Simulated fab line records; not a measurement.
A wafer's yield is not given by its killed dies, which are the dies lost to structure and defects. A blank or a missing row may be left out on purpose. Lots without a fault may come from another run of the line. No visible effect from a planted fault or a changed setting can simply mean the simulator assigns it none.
fab line records	flow sky130
record lots=24	wafers=72	last-day=50
route steps=708 shown NWELL@82 CONTACT@424 VIA2@509 METAL3@564 VIA3@576
lots that met no fault: taken from a fault-free run of the same line
start-h: the number of hours between the record's first day and the start of the first shown wafer of the lot	wait-h: hours from the lot's prior step to this one	" the same as in the row above	L1.1+2: a row that stands for several wafers	- either no value or no given start	* or withheld: withheld	< > ~ a bound
route shown NAME@n: NAME is a module with steps in the file, n the number in the route of the first one	usual: mean/standard deviation of fault-free wafers	same: alike in all rows	chamber/n: place in a boat	sites: per-site readings	_std_site: the values' standard deviation	_edge_site: mean of outer sites minus mean of inner sites	radius-mm: for every site, how far away it sits from the centre of the wafer	mask NAME#n: copy n	behind: the last tool/chamber to shape the wafer	hold: cause of the lot's hold/its duration in hours/its outcome	device: the transistor (n, p or np) that didn't switch	end of line: at the end of the route, the tests of the same wafers	step lacking rows: just its recipe	killed: the dies lost at the first sort to structure and to defects; this is not the yield of the wafer	map: per-die view of a wafer (x killed, . not killed, _ where there is no die)
set.NAME: the run value of the setting; set.NAME@STEP: its run value at that earlier step	model.NAME: the simulator's own value behind a step, which no gauge read
route steps across a sampled set of lots; one table per step, one row per wafer
services: when a tool's chamber went out of use (start-h, in hours from the record's first day, below 0 if earlier), for how many hours, and the reason
## steps
# step SKY_NWELL_RS_MEAS_29
# recipe thk-meas-gauge=four-point-probe
# usual NWELL_RS=625.1/1.7
lot.wafer	tool	chamber	start-h	wait-h	NWELL_RS[ohm/sq]
L074.1	film-metro-02	-	102.12	0.1	625.1
L074.2	"	-	"	"	628.1
L074.3	"	-	"	"	625.4
L075.1	film-metro-04	-	110.67	0.1	626.5
L075.3	"	-	"	"	626.4
L075.6	"	-	"	"	624.9
L076.4	film-metro-02	-	114.23	0.1	626.0
L076.5	"	-	"	"	623.8
L076.6	"	-	"	"	626.2
L077.1	film-metro-01	-	123.31	0.1	623.5
L077.2	"	-	"	"	625.7
L077.3	"	-	"	"	622.4
L078.1	film-metro-01	-	130.08	0.1	624.8
L078.2	"	-	"	"	626.3
L078.5	"	-	"	"	624.9
L079.2	film-metro-04	-	134.88	0.1	629.0
L079.3	"	-	"	"	626.9
L079.6	"	-	"	"	627.7
L080.1	film-metro-02	-	135.92	0.2	623.9
L080.2	"	-	"	"	624.1
L080.5	"	-	"	"	623.8
L081.1	film-metro-01	-	144.16	0.1	625.1
L081.2	"	-	"	"	625.4
L081.6	"	-	"	"	624.6
L082.1	film-metro-02	-	158.19	0.1	626.1
L082.3	"	-	"	"	623.6
L082.6	"	-	"	"	624.5
L084.3	film-metro-01	-	167.58	0.1	625.7
L084.4	"	-	"	"	622.9
L084.6	"	-	"	"	625.7
L083.3	film-metro-01	-	168.36	0.1	625.8
L083.4	"	-	"	"	624.7
L083.5	"	-	"	"	624.8
L085.1	film-metro-01	-	176.04	0.1	625.0
L085.4	"	-	"	"	624.0
L085.5	"	-	"	"	625.1
L086.2	film-metro-04	-	177.83	0.1	625.5
L086.3	"	-	"	"	626.6
L086.4	"	-	"	"	627.4
L087.1	film-metro-04	-	183.21	0.1	626.0
L087.3	"	-	"	"	626.9
L087.4	"	-	"	"	625.9
L088.3	film-metro-01	-	188.75	0.1	625.8
L088.4	"	-	"	"	625.3
L088.6	"	-	"	"	626.6
L089.3	film-metro-04	-	193.23	0.1	627.9
L089.4	"	-	"	"	626.6
L089.6	"	-	"	"	627.2
L090.2	film-metro-04	-	200.58	0.1	624.4
L090.3	"	-	"	"	625.5
L090.4	"	-	"	"	625.9
L091.2	film-metro-04	-	204.04	0.1	626.3
L091.4	"	-	"	"	626.9
L091.6	"	-	"	"	624.5
L092.2	film-metro-01	-	214.06	0.1	621.6
L092.3	"	-	"	"	623.8
L092.6	"	-	"	"	621.5
L094.2	film-metro-01	-	224.69	0.1	625.1
L094.3	"	-	"	"	624.4
L094.5	"	-	"	"	624.8
L095.1	film-metro-02	-	228.09	0.1	620.5
L095.2	"	-	"	"	622.6
L095.4	"	-	"	"	622.7
L093.1	film-metro-04	-	230.22	0.1	621.9
L093.3	"	-	"	"	625.1
L093.5	"	-	"	"	623.6
L096.1	film-metro-01	-	237.61	0.1	624.2
L096.2	"	-	"	"	624.1
L096.4	"	-	"	"	624.8
L097.1	film-metro-04	-	242.29	0.1	626.9
L097.4	"	-	"	"	627.0
L097.5	"	-	"	"	625.4
# step SKY_CONTACT_ETCH_18
# recipe target=Si3N4	chemistry=CHF3/O2	stop-on=TiN	source-w=600	bias-w=200	pressure-mtorr=40	chf3-flow-sccm=50	O2_flow_sccm=5	time-s=39	target-depth-a=750
# usual O2_flow_sccm=5.000/0.015	drypump-motor-current-A=5.7/0.66	oes-product-au=0.855/0.0086	throttle-valve-pct=8.795/0.0092
lot.wafer	tool	chamber	start-h	wait-h	O2_flow_sccm	drypump-motor-current-A	oes-product-au	rf-hours-counter-h	throttle-valve-pct
L074.1	rie-diel-01	2	-	-	4.993	6.7	0.851	43	8.783
L074.2	"	0	"	"	5.005	6.1	0.847	0	8.792
L074.3	"	3	"	"	4.987	5.1	0.856	28	8.788
L075.1	rie-diel-04	1	-	-	5.005	5.1	0.841	12	8.805
L075.3	"	3	"	"	4.994	5.8	0.842	11	8.790
L075.6	"	0	"	"	5.005	5.5	0.864	-	8.788
L076.4	rie-diel-02	1	-	-	4.988	4.9	0.852	2	8.788
L076.5	"	0	"	"	4.979	5.2	0.860	-	8.793
L076.6	"	3	"	"	4.986	4.8	0.869	-	8.802
L077.1	rie-diel-04	3	-	-	4.996	5.8	0.849	12	8.795
L077.2	"	0	"	"	5.009	5.5	0.844	41	8.796
L077.3	"	1	"	"	4.999	5.1	0.852	13	8.800
L078.1	rie-diel-01	0	-	-	5.010	6.1	0.854	1	8.793
L078.2	"	3	"	"	5.006	5.1	0.857	29	8.796
L078.5	"	0	"	"	5.007	6.1	0.862	-	8.796
L080.1	rie-diel-02	0	-	-	5.021	5.2	0.856	19	8.786
L080.2	"	1	"	"	5.027	4.8	0.852	3	8.795
L080.5	"	0	"	"	5.012	5.2	0.855	-	8.780
L079.2	rie-diel-04	3	-	-	5.007	5.9	0.859	12	8.795
L079.3	"	2	"	"	5.023	6.4	0.845	14	8.802
L079.6	"	1	"	"	4.980	5.0	0.860	-	8.805
L081.1	rie-diel-01	2	-	-	5.008	6.7	0.852	0	8.795
L081.2	"	1	"	"	4.978	5.1	0.845	1	8.810
L081.6	"	2	"	"	5.002	6.7	0.874	-	8.800
L082.1	rie-diel-01	2	-	-	4.992	6.7	0.855	1	8.797
L082.3	"	1	"	"	4.997	5.1	0.854	1	8.799
L082.6	"	1	"	"	5.010	5.1	0.864	-	8.786
L084.3	rie-diel-04	3	-	-	5.030	5.9	0.853	13	8.806
L084.4	"	2	"	"	5.025	6.5	0.840	-	8.792
L084.6	"	1	"	"	4.993	5.1	0.857	-	8.795
L083.3	rie-diel-01	1	-	-	5.013	5.0	0.838	2	8.799
L083.4	"	2	"	"	4.989	6.7	0.851	1	8.806
L083.5	"	1	"	"	5.020	5.0	0.861	-	8.789
L085.1	rie-diel-04	2	-	-	4.991	6.4	0.849	16	8.802
L085.4	"	1	"	"	5.012	5.0	0.860	-	8.796
L085.5	"	2	"	"	5.000	6.4	0.861	-	8.802
L086.2	rie-diel-01	1	-	-	5.003	5.1	0.840	2	8.793
L086.3	"	2	"	"	5.004	6.7	0.843	2	8.795
L086.4	"	3	"	"	4.991	5.0	0.862	30	8.800
L087.1	rie-diel-01	2	-	-	4.993	6.7	0.859	2	8.781
L087.3	"	0	"	"	4.996	6.1	0.859	3	8.785
L087.4	"	0	"	"	5.013	6.1	0.865	-	8.790
L088.3	rie-diel-01	1	-	-	4.997	5.1	0.866	3	8.776
L088.4	"	0	"	"	5.017	6.1	0.867	-	8.792
L088.6	"	1	"	"	5.007	5.1	0.861	-	8.810
L089.3	rie-diel-01	0	-	-	4.980	6.1	0.847	3	8.795
L089.4	"	2	"	"	4.988	6.7	0.860	-	8.806
L089.6	"	1	"	"	4.967	5.1	0.868	-	8.794
L090.2	rie-diel-01	1	-	-	4.997	5.1	0.849	3	8.794
L090.3	"	2	"	"	5.011	6.7	0.851	2	8.791
L090.4	"	2	"	"	5.022	6.7	0.852	-	8.799
L091.2	rie-diel-04	1	-	-	5.021	5.0	0.852	17	8.799
L091.4	"	0	"	"	5.006	5.5	0.868	1	8.812
L091.6	"	3	"	"	5.000	5.9	0.858	-	8.790
L092.2	rie-diel-01	0	-	-	4.995	6.1	0.843	4	8.789
L092.3	"	1	"	"	4.999	5.0	0.859	4	8.795
L092.6	"	0	"	"	5.004	6.1	0.868	-	8.809
L094.2	rie-diel-01	2	-	-	5.008	6.7	0.858	3	8.781
L094.3	"	0	"	"	5.016	6.1	0.867	4	8.800
L094.5	"	1	"	"	4.983	5.0	0.865	-	8.792
L095.1	rie-diel-01	1	-	-	5.027	5.1	0.853	4	8.797
L095.2	"	0	"	"	4.998	6.1	0.850	4	8.798
L095.4	"	3	"	"	4.989	5.0	0.863	1	8.796
L093.1	rie-diel-01	1	-	-	4.990	5.1	0.842	5	8.768
L093.3	"	2	"	"	5.018	6.7	0.842	4	8.786
L093.5	"	1	"	"	5.002	5.1	0.850	-	8.802
L096.1	rie-diel-04	0	-	-	4.987	5.5	0.851	2	8.771
L096.2	"	2	"	"	5.014	6.4	0.843	18	8.795
L096.4	"	3	"	"	4.990	5.9	0.853	16	8.807
L097.1	rie-diel-04	0	-	-	5.023	5.5	0.852	2	8.788
L097.4	"	1	"	"	5.002	5.1	0.862	18	8.802
L097.5	"	2	"	"	5.007	6.4	0.851	-	8.777
# step SKY_VIA2_CMP_02
# recipe material=SiO2	down-force-psi=4	platen-rpm=60	pad-velocity-m-s=0.94248
# usual motor-current-A=12.4/1.6
lot.wafer	tool	chamber	start-h	wait-h	motor-current-A
L074.3	cmp-01	2	818.23	0.1	9.0
L074.2	"	3	"	"	13.6
L074.1	"	0	"	"	13.5
L075.1	cmp-01	0	823.03	0.1	13.4
L075.3	"	3	"	"	13.0
L075.6	"	0	"	"	12.5
L076.4	cmp-01	3	837.38	0.2	13.0
L076.5	"	0	"	"	12.8
L076.6	"	1	"	"	14.5
L077.1	cmp-01	1	855.19	0.1	14.3
L077.2	"	2	"	"	8.9
L077.3	"	0	"	"	12.5
L078.2	cmp-01	1	856.10	0.1	14.0
L078.1	"	2	"	"	9.6
L078.5	"	3	"	"	13.0
L080.1	cmp-01	1	862.41	0.1	15.1
L080.2	"	3	"	"	12.7
L080.5	"	1	"	"	15.1
L079.3	cmp-01	0	864.12	0.0	12.5
L079.2	"	1	"	"	14.7
L079.6	"	0	"	"	13.0
L081.2	cmp-01	2	872.23	0.0	9.2
L081.1	"	1	"	"	14.9
L081.6	"	2	"	"	9.0
L082.1	cmp-02	0	895.13	0.1	11.1
L082.3	"	3	"	"	12.0
L082.6	"	1	"	"	12.3
L084.3	cmp-02	3	896.93	0.0	12.4
L084.4	"	0	"	"	10.8
L084.6	"	0	"	"	10.9
L083.4	cmp-02	3	903.18	0.0	12.6
L083.3	"	0	"	"	11.2
L083.5	"	0	"	"	11.7
L085.4	cmp-01	3	910.57	0.1	13.6
L085.1	"	1	"	"	14.1
L085.5	"	2	"	"	9.6
L086.2	cmp-02	1	911.61	0.0	12.7
L086.4	"	3	"	"	12.0
L086.3	"	0	"	"	11.3
L087.1	cmp-02	3	922.36	0.1	11.9
L087.3	"	0	"	"	11.6
L087.4	"	1	"	"	11.8
L088.4	cmp-02	0	928.63	0.0	11.1
L088.3	"	2	"	"	13.7
L088.6	"	0	"	"	11.2
L089.4	cmp-02	0	932.93	0.1	11.1
L089.3	"	2	"	"	13.9
L089.6	"	1	"	"	12.1
L090.3	cmp-02	3	937.57	0.1	12.4
L090.2	"	0	"	"	11.3
L090.4	"	1	"	"	12.4
L091.4	cmp-02	1	949.10	0.0	12.0
L091.2	"	0	"	"	11.2
L091.6	"	2	"	"	13.9
L092.3	cmp-02	1	956.79	0.1	12.6
L092.2	"	2	"	"	14.4
L092.6	"	3	"	"	11.8
L094.2	cmp-01	3	964.62	0.0	13.2
L094.3	"	1	"	"	15.7
L094.5	"	0	"	"	12.8
L093.1	cmp-02	0	971.46	0.1	10.7
L093.3	"	3	"	"	12.7
L093.5	"	0	"	"	10.5
L095.2	cmp-02	2	972.21	0.1	13.1
L095.1	"	3	"	"	12.4
L095.4	"	0	"	"	10.9
L096.4	cmp-02	2	977.68	0.0	13.5
L096.2	"	3	"	"	11.9
L096.1	"	1	"	"	12.4
L097.1	cmp-01	1	984.63	0.1	13.6
L097.4	"	3	"	"	13.7
L097.5	"	0	"	"	12.8
# step SKY_VIA2_RS_MEAS_22
# recipe thk-meas-gauge=four-point-probe	reads=W_of_VIA2_CVD_21+TiN_of_VIA2_SPUTTER_20
# usual VIA2_W_RS=0.2765/0.0029
lot.wafer	tool	chamber	start-h	wait-h	VIA2_W_RS[ohm/sq]
L074.1	film-metro-02	-	846.64	0.1	0.2766
L074.2	"	-	"	"	0.2739
L074.3	"	-	"	"	0.2765
L075.1	film-metro-04	-	850.96	0.1	0.2743
L075.3	"	-	"	"	0.2831
L075.6	"	-	"	"	0.2804
L076.4	film-metro-02	-	864.54	0.1	0.2764
L076.5	"	-	"	"	0.2754
L076.6	"	-	"	"	0.2810
L077.1	film-metro-03	-	882.91	0.1	0.2748
L077.2	"	-	"	"	0.2743
L077.3	"	-	"	"	0.2744
L078.1	film-metro-02	-	883.38	0.1	0.2741
L078.2	"	-	"	"	0.2781
L078.5	"	-	"	"	0.2750
L080.1	film-metro-04	-	889.87	0.1	0.2803
L080.2	"	-	"	"	0.2758
L080.5	"	-	"	"	0.2741
L079.2	film-metro-03	-	891.43	0.1	0.2763
L079.3	"	-	"	"	0.2806
L079.6	"	-	"	"	0.2738
L081.1	film-metro-03	-	899.51	0.1	0.2755
L081.2	"	-	"	"	0.2799
L081.6	"	-	"	"	0.2783
L082.1	film-metro-02	-	921.91	0.1	0.2741
L082.3	"	-	"	"	0.2789
L082.6	"	-	"	"	0.2734
L084.3	film-metro-02	-	923.32	0.1	0.2732
L084.4	"	-	"	"	0.2785
L084.6	"	-	"	"	0.2750
L083.3	film-metro-02	-	929.01	0.1	0.2740
L083.4	"	-	"	"	0.2790
L083.5	"	-	"	"	0.2794
L085.1	film-metro-02	-	936.39	0.1	0.2774
L085.4	"	-	"	"	0.2767
L085.5	"	-	"	"	0.2756
L086.2	film-metro-04	-	937.75	0.1	0.2799
L086.3	"	-	"	"	0.2786
L086.4	"	-	"	"	0.2747
L087.1	film-metro-04	-	948.60	0.1	0.2739
L087.3	"	-	"	"	0.2726
L087.4	"	-	"	"	0.2708
L088.3	film-metro-04	-	954.68	0.1	0.2774
L088.4	"	-	"	"	0.2794
L088.6	"	-	"	"	0.2783
L089.3	film-metro-04	-	958.13	0.1	0.2762
L089.4	"	-	"	"	0.2766
L089.6	"	-	"	"	0.2747
L090.2	film-metro-04	-	962.69	0.1	0.2765
L090.3	"	-	"	"	0.2778
L090.4	"	-	"	"	0.2758
L091.2	film-metro-02	-	974.20	0.1	0.2768
L091.4	"	-	"	"	0.2734
L091.6	"	-	"	"	0.2760
L092.2	film-metro-02	-	982.13	0.1	0.2802
L092.3	"	-	"	"	0.2821
L092.6	"	-	"	"	0.2842
L094.2	film-metro-02	-	989.57	0.1	0.2747
L094.3	"	-	"	"	0.2783
L094.5	"	-	"	"	0.2743
L093.1	film-metro-02	-	996.17	0.1	0.2767
L093.3	"	-	"	"	0.2753
L093.5	"	-	"	"	0.2764
L095.1	film-metro-04	-	996.89	0.1	0.2820
L095.2	"	-	"	"	0.2744
L095.4	"	-	"	"	0.2773
L096.1	film-metro-03	-	1002.46	0.1	0.2784
L096.2	"	-	"	"	0.2729
L096.4	"	-	"	"	0.2729
L097.1	film-metro-04	-	1009.07	0.1	0.2736
L097.4	"	-	"	"	0.2737
L097.5	"	-	"	"	0.2708
# step SKY_METAL3_OVL_MEAS_14
# usual METAL3_OVL=-5/4.3
lot.wafer	tool	chamber	start-h	wait-h	METAL3_OVL[nm]
L074.1	overlay-02	-	900.01	0.1	-4
L074.2	"	-	"	"	-5
L074.3	"	-	"	"	-1
L075.1	overlay-02	-	904.14	0.1	-12
L075.3	"	-	"	"	-9
L075.6	"	-	"	"	-10
L076.4	overlay-01	-	916.91	0.1	-4
L076.5	"	-	"	"	-1
L076.6	"	-	"	"	-5
L077.1	overlay-02	-	934.33	0.1	5
L077.2	"	-	"	"	-3
L077.3	"	-	"	"	5
L078.1	overlay-01	-	935.81	0.1	-6
L078.2	"	-	"	"	0
L078.5	"	-	"	"	0
L080.1	overlay-01	-	940.96	0.1	-1
L080.2	"	-	"	"	4
L080.5	"	-	"	"	5
L079.2	overlay-01	-	943.17	0.1	-7
L079.3	"	-	"	"	-9
L079.6	"	-	"	"	-12
L081.1	overlay-01	-	950.43	0.1	-3
L081.2	"	-	"	"	-9
L081.6	"	-	"	"	-9
L082.1	overlay-02	-	971.51	0.1	-6
L082.3	"	-	"	"	-4
L082.6	"	-	"	"	-2
L084.3	overlay-01	-	973.62	0.1	-3
L084.4	"	-	"	"	-12
L084.6	"	-	"	"	-7
L083.3	overlay-01	-	979.40	0.1	2
L083.4	"	-	"	"	-6
L083.5	"	-	"	"	-5
L085.1	overlay-01	-	985.38	0.1	0
L085.4	"	-	"	"	-5
L085.5	"	-	"	"	-6
L086.2	overlay-02	-	987.32	0.1	-10
L086.3	"	-	"	"	-7
L086.4	"	-	"	"	-10
L087.1	overlay-01	-	997.58	0.1	0
L087.3	"	-	"	"	-8
L087.4	"	-	"	"	-5
L088.3	overlay-02	-	1003.87	0.1	-2
L088.4	"	-	"	"	-9
L088.6	"	-	"	"	-6
L089.3	overlay-02	-	1006.57	0.1	-10
L089.4	"	-	"	"	-4
L089.6	"	-	"	"	-11
L090.2	overlay-01	-	1011.54	0.1	-2
L090.3	"	-	"	"	1
L090.4	"	-	"	"	-6
L091.2	overlay-01	-	1022.39	0.1	-4
L091.4	"	-	"	"	-2
L091.6	"	-	"	"	-8
L092.2	overlay-02	-	1030.49	0.1	-7
L092.3	"	-	"	"	-5
L092.6	"	-	"	"	-8
L094.2	overlay-02	-	1036.92	0.1	-8
L094.3	"	-	"	"	-9
L094.5	"	-	"	"	-4
L093.1	overlay-02	-	1042.03	0.1	0
L093.3	"	-	"	"	-9
L093.5	"	-	"	"	-5
L095.1	overlay-02	-	1043.94	0.1	-1
L095.2	"	-	"	"	-7
L095.4	"	-	"	"	-8
L096.1	overlay-02	-	1049.69	0.1	-12
L096.2	"	-	"	"	-5
L096.4	"	-	"	"	-10
L097.1	overlay-02	-	1054.63	0.1	-10
L097.4	"	-	"	"	-6
L097.5	"	-	"	"	-4
# step SKY_VIA3_BOW_MEAS_03
# recipe mode=bow
# usual VIA3_BOW=79/7.3
lot.wafer	tool	chamber	start-h	wait-h	VIA3_BOW[um]
L074.1	film-metro-04	-	901.49	0.1	83
L074.2	"	-	"	"	82
L074.3	"	-	"	"	81
L075.1	film-metro-01	-	905.93	0.2	74
L075.3	"	-	"	"	77
L075.6	"	-	"	"	86
L076.4	film-metro-04	-	918.57	0.3	89
L076.5	"	-	"	"	74
L076.6	"	-	"	"	77
L077.1	film-metro-04	-	935.85	0.2	85
L077.2	"	-	"	"	82
L077.3	"	-	"	"	76
L078.1	film-metro-03	-	937.29	0.2	81
L078.2	"	-	"	"	79
L078.5	"	-	"	"	87
L080.1	film-metro-03	-	942.53	0.1	84
L080.2	"	-	"	"	68
L080.5	"	-	"	"	77
L079.2	film-metro-01	-	944.79	0.2	69
L079.3	"	-	"	"	84
L079.6	"	-	"	"	75
L081.1	film-metro-01	-	951.93	0.1	64
L081.2	"	-	"	"	75
L081.6	"	-	"	"	70
L082.1	film-metro-04	-	973.17	0.2	93
L082.3	"	-	"	"	95
L082.6	"	-	"	"	89
L084.3	film-metro-01	-	975.31	0.3	81
L084.4	"	-	"	"	81
L084.6	"	-	"	"	85
L083.3	film-metro-03	-	980.91	0.2	79
L083.4	"	-	"	"	75
L083.5	"	-	"	"	70
L085.1	film-metro-03	-	986.87	0.2	83
L085.4	"	-	"	"	62
L085.5	"	-	"	"	79
L086.2	film-metro-03	-	988.85	0.2	83
L086.3	"	-	"	"	73
L086.4	"	-	"	"	82
L087.1	film-metro-04	-	999.07	0.1	79
L087.3	"	-	"	"	94
L087.4	"	-	"	"	84
L088.3	film-metro-03	-	1005.39	0.3	73
L088.4	"	-	"	"	77
L088.6	"	-	"	"	83
L089.3	film-metro-04	-	1008.21	0.2	85
L089.4	"	-	"	"	65
L089.6	"	-	"	"	70
L090.2	film-metro-01	-	1013.04	0.3	80
L090.3	"	-	"	"	79
L090.4	"	-	"	"	81
L091.2	film-metro-04	-	1023.98	0.2	81
L091.4	"	-	"	"	79
L091.6	"	-	"	"	81
L092.2	film-metro-04	-	1032.05	0.2	85
L092.3	"	-	"	"	72
L092.6	"	-	"	"	74
L094.2	film-metro-04	-	1038.46	0.1	85
L094.3	"	-	"	"	92
L094.5	"	-	"	"	95
L093.1	film-metro-01	-	1043.58	0.2	91
L093.3	"	-	"	"	81
L093.5	"	-	"	"	85
L095.1	film-metro-04	-	1045.52	0.2	74
L095.2	"	-	"	"	77
L095.4	"	-	"	"	83
L096.1	film-metro-03	-	1051.17	0.1	85
L096.2	"	-	"	"	87
L096.4	"	-	"	"	85
L097.1	film-metro-04	-	1056.12	0.2	71
L097.4	"	-	"	"	78
L097.5	"	-	"	"	76
## services
tool	chamber	start-h	hours	kind
rie-diel-01	0	710.38	-	clean
rie-diel-01	0	710.38	20.6	scheduled-down
rie-diel-04	2	715.72	2.0	repair
cmp-02	-	733.83	5.2	pm
rie-diel-01	-	734.06	0.6	repair
cmp-02	-	744.04	4.0	pm
rie-diel-04	2	764.15	4.8	repair
rie-diel-01	-	774.10	0.3	repair
cmp-01	-	782.30	0.8	repair
rie-diel-04	0	786.20	11.6	repair
rie-diel-01	-	787.82	15.6	pm
cmp-01	-	797.15	2.5	repair
cmp-01	-	805.97	0.5	repair
rie-diel-02	-	816.89	6.3	repair
rie-diel-04	0	834.93	7.8	repair
cmp-01	-	866.27	0.6	repair
cmp-02	-	870.84	2.4	repair
cmp-02	-	881.19	3.1	repair
cmp-01	-	912.25	4.0	pm
cmp-01	-	927.50	0.7	repair
cmp-01	-	928.57	6.1	pm
rie-diel-02	1	940.97	7.1	repair
cmp-02	-	968.46	0.4	repair
rie-diel-02	0	980.81	16.0	repair
## key
fault none
